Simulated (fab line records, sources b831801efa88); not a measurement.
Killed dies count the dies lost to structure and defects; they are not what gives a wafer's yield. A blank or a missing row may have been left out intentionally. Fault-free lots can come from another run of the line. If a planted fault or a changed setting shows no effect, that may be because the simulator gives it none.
Which tool did it? -- flow sky130 -- 12 lots with 36 wafers sampled at 5 steps, on a route of 708 steps

== WHAT THE GAUGES SHOWED, per wafer ==
The record holds no reading of a measuring or inspecting step that can be judged against a usual standard deviation.

== WHICH TOOL RAN EACH LOT (tool, then ch and the chambers of the sampled wafers, then the start) ==
lot,SKY_METAL1_ETCH_18,SKY_VIA1_STRIP_16,SKY_VIA1_CMP_24,SKY_METAL2_SPUTTER_04,SKY_PAD_OPEN_PROBE_99
L251,"rie-metal-01 ch 0,1, day 33 09:56","plasma-asher-02 ch 0,1, day 34 13:41","cmp-01 ch 1,3, day 34 14:43","pvd-sputter-04, day 34 15:03",-
L253,"rie-metal-04 ch 0, day 34 09:56","plasma-asher-01 ch 0,1, day 35 14:11","cmp-02 ch 0,2, day 35 15:08","pvd-sputter-03, day 35 15:32",-
L259,"rie-metal-02 ch 0,1, day 35 15:16","plasma-asher-01 ch 0, day 36 18:35","cmp-02 ch 1,2,3, day 36 19:34","pvd-sputter-02, day 36 19:54",-
L260,"rie-metal-01 ch 0, day 36 00:21","plasma-asher-01 ch 0,1, day 37 03:53","cmp-01 ch 0,2,3, day 37 04:49","pvd-sputter-03, day 37 05:13",-
L262,"rie-metal-04 ch 0,1, day 36 14:47","plasma-asher-01 ch 0,1, day 37 18:41","cmp-01 ch 0,2, day 37 19:55","pvd-sputter-03, day 37 20:18",-
L263,"rie-metal-02 ch 0,1, day 36 20:44","plasma-asher-04 ch 0,1, day 38 00:25","cmp-01 ch 0,2,3, day 38 01:31","pvd-sputter-02, day 38 01:45","prober-01, day 48 22:30"
L264,"rie-metal-02 ch 0, day 37 04:56","plasma-asher-01 ch 0,1, day 38 07:52","cmp-01 ch 1,2,3, day 38 08:46","pvd-sputter-03, day 38 09:10","prober-02, day 49 02:46"
L265,"rie-metal-01 ch 0,1, day 37 10:56","plasma-asher-02 ch 0,1, day 38 13:58","cmp-01 ch 1,2,3, day 38 14:55","pvd-sputter-02, day 38 15:19","prober-01, day 49 05:30"
L266,"rie-metal-04 ch 0,1, day 37 17:35","plasma-asher-01 ch 0,1, day 38 20:20","cmp-01 ch 0,2,3, day 38 21:19",-,"prober-02, day 49 12:25"
L267,"rie-metal-01 ch 0,1, day 38 04:55","plasma-asher-02 ch 0,1, day 39 06:44","cmp-02 ch 0,2,3, day 39 07:40","pvd-sputter-04, day 39 08:03",-
L272,"rie-metal-01 ch 0,1, day 39 12:52","plasma-asher-01 ch 0,1, day 40 14:38","cmp-02 ch 0,1, day 40 15:34","pvd-sputter-02, day 40 15:57",-
L273,"rie-metal-01 ch 0,1, day 39 20:44","plasma-asher-01 ch 0,1, day 40 22:41","cmp-02 ch 1,3, day 40 23:38","pvd-sputter-02, day 41 00:02",-
- SKY_METAL1_ETCH_18: etches BARC in N2/H2, stops on SiO2, time 45.9 s, target depth 60 nm.
- SKY_VIA1_STRIP_16: strips in O2/N2.
- SKY_VIA1_CMP_24: polishes, stops on SiO2, t overpolish 15 s, target thk 0 nm.
- SKY_METAL2_SPUTTER_04: material TiN, target thk 70 nm, time 58.3 s.
- SKY_PAD_OPEN_PROBE_99

== WHAT THE TOOLS THEMSELVES READ (means of the sampled wafers that have a number; where no wafer has one, the mark that the record gives instead) ==
SKY_METAL1_ETCH_18. Usual: bias-w 99.9 W, standard deviation 0.31; drypump-motor-current-A 5.8 A, standard deviation 0.43; he-backside-leak-sccm 3.23 sccm, standard deviation 0.19; oes-product-au 0.855 a.u., standard deviation 0.0045; rf-fwd-power-W 494.5 W, standard deviation 1.5; throttle-valve-pct 13.226 %, standard deviation 0.009.
lot,tool,bias-w (W),drypump-motor-current-A (A),he-backside-leak-sccm (sccm),oes-product-au (a.u.),rf-fwd-power-W (W),throttle-valve-pct (%),flag
L251,rie-metal-01,99.7,5.5,3.16,0.854,493.6,13.232,
L253,rie-metal-04,100.2,6.5,3.45,0.854,494.1,13.230,
L259,rie-metal-02,100.1,5.4,3.19,0.848,495.7,13.232,
L260,rie-metal-01,100.4,5.5,3.24,0.855,496.1,13.229,
L262,rie-metal-04,99.9,6.4,3.37,0.852,494.3,13.217,
L263,rie-metal-02,100.1,5.4,3.23,0.858,493.3,13.225,
L264,rie-metal-02,99.7,5.1,3.00,0.853,494.0,13.231,
L265,rie-metal-01,99.9,5.5,3.05,0.853,494.8,13.232,
L266,rie-metal-04,99.9,6.2,3.28,0.858,493.2,13.229,
L267,rie-metal-01,99.5,5.6,3.13,0.860,495.1,13.224,
L272,rie-metal-01,99.8,5.6,3.14,0.854,494.9,13.236,
L273,rie-metal-01,99.8,5.5,3.18,0.854,494.2,13.224,

SKY_VIA1_STRIP_16. Usual: drypump-motor-current-A 5.42 A, standard deviation 0.25; oes-product-au 0.416 a.u., standard deviation 0.0047; strip-time-to-endpoint-s 4.460 s, standard deviation 0.025.
lot,tool,drypump-motor-current-A (A),oes-product-au (a.u.),strip-time-to-endpoint-s (s),flag
L251,plasma-asher-02,5.43,0.421,4.452,
L253,plasma-asher-01,5.39,0.414,4.473,
L259,plasma-asher-01,5.44,0.416,4.480,
L260,plasma-asher-01,5.35,0.414,4.461,
L262,plasma-asher-01,5.39,0.417,4.463,
L263,plasma-asher-04,5.09,0.417,4.478,
L264,plasma-asher-01,5.39,0.412,4.467,
L265,plasma-asher-02,5.64,0.416,4.450,
L266,plasma-asher-01,5.35,0.411,4.451,
L267,plasma-asher-02,5.65,0.417,4.459,
L272,plasma-asher-01,5.38,0.416,4.453,
L273,plasma-asher-01,5.41,0.412,4.440,

SKY_VIA1_CMP_24. Usual: edge-zone-pressure-frac 1.000, standard deviation 0.0044; head-pressure-psi 3.501 psi, standard deviation 0.0076; motor-current-A 10.6 A, standard deviation 1.1; overpolish-run-s 14.999 s, standard deviation 0.0083; slurry-filter-dp-kPa 13.50 kPa, standard deviation 0.14; time-to-endpoint-s 63 s, standard deviation 3.5.
lot,tool,edge-zone-pressure-frac,head-pressure-psi (psi),motor-current-A (A),overpolish-run-s (s),slurry-filter-dp-kPa (kPa),time-to-endpoint-s (s),flag
L251,cmp-01,1.002,3.507,11.5,14.995,13.50,67,
L253,cmp-02,1.002,3.502,10.1,14.996,13.53,60,
L259,cmp-02,0.999,3.498,10.5,14.999,13.46,62,
L260,cmp-01,1.001,3.504,11.0,14.999,13.58,65,
L262,cmp-01,0.997,3.507,10.7,14.999,13.43,63,
L263,cmp-01,0.999,3.494,10.7,0.038,13.46,104,OFF
L264,cmp-01,1.000,3.502,11.9,0.039,13.34,104,OFF
L265,cmp-01,1.002,3.503,11.4,0.043,13.56,105,OFF
L266,cmp-01,1.004,3.501,10.7,0.035,13.44,106,OFF
L267,cmp-02,0.999,3.502,10.4,14.999,13.47,60,
L272,cmp-02,1.002,3.498,9.9,15.008,13.44,65,
L273,cmp-02,0.996,3.499,9.8,14.991,13.69,66,

SKY_METAL2_SPUTTER_04. Usual: throttle-valve-pct reads 30.5 % (standard deviation 1).
lot,tool,throttle-valve-pct (%),flag
L251,pvd-sputter-04,30.9,
L253,pvd-sputter-03,30.0,
L259,pvd-sputter-02,30.2,
L260,pvd-sputter-03,31.0,
L262,pvd-sputter-03,30.9,
L263,pvd-sputter-02,29.7,
L264,pvd-sputter-03,30.3,
L265,pvd-sputter-02,29.7,
L267,pvd-sputter-04,30.8,
L272,pvd-sputter-02,30.5,
L273,pvd-sputter-02,29.9,

SKY_PAD_OPEN_PROBE_99. Usual: killed_at_M0_to_M3 44, standard deviation 7.3; killed_at_M4_up 3.4, standard deviation 1.8; killed-at-contacts 24, standard deviation 5.8; killed-at-front-end 15, standard deviation 4.9; killed-at-other 0.4, standard deviation 0.63; killed-dies 86, standard deviation 11; killed-on-rim 17, standard deviation 3.8; killed-open 47, standard deviation 8; killed-short 39, standard deviation 6.5.
lot,tool,killed_at_M0_to_M3,killed_at_M4_up,killed-at-contacts,killed-at-front-end,killed-at-other,killed-dies,killed-on-rim,killed-open,killed-short,flag
L263,prober-01,40,2.7,18,432,0.3,492,96,39,34,OFF
L264,prober-02,43,2.7,27,418,1.0,492,96,46,41,OFF
L265,prober-01,38,4.3,20,429,0.3,492,96,43,31,OFF
L266,prober-02,449,2.7,27,13,0.0,492,96,48,38,OFF

== THE ANSWER, worked out from the rows above alone ==
Rule: take the mean of a lot's wafers that have a number; if it is more than 3 standard deviations from the usual mean, the lot is off. A lot without any number at a reading at which 4 lots or more have one is off too. Where the step has rows for the other lots, those lots are counted as sound. After the gauges, taken in route order, come the tools' own readings; for these a lot's mean is taken, as printed above. At the first step where some lot is off, the reading lying furthest off is the one used; lots without a number count as furthest.
Off, at SKY_VIA1_CMP_24 on overpolish-run-s: L263, L264, L265, L266.
A tool fits if, at that step or a process step before it, it ran every lot that is off, and no sound lot after the first of them. One fits: SKY_VIA1_CMP_24 on cmp-01. A fault onset in the window from L262 (day 37 19:55, its last sound lot) to L263 (day 38 01:31, its first lot off) fits.
The tool's own readings at SKY_VIA1_CMP_24 bear it out: on the lots that are off they differ by more than 5 times the standard deviation of the sound lots' means. overpolish-run-s reads 0.039 s there against 14.998 s on the sound lots; time-to-endpoint-s reads 105 s there against 64 s on the sound lots.

== WHAT HAD BEEN PUT IN BY THE SIMULATOR ==
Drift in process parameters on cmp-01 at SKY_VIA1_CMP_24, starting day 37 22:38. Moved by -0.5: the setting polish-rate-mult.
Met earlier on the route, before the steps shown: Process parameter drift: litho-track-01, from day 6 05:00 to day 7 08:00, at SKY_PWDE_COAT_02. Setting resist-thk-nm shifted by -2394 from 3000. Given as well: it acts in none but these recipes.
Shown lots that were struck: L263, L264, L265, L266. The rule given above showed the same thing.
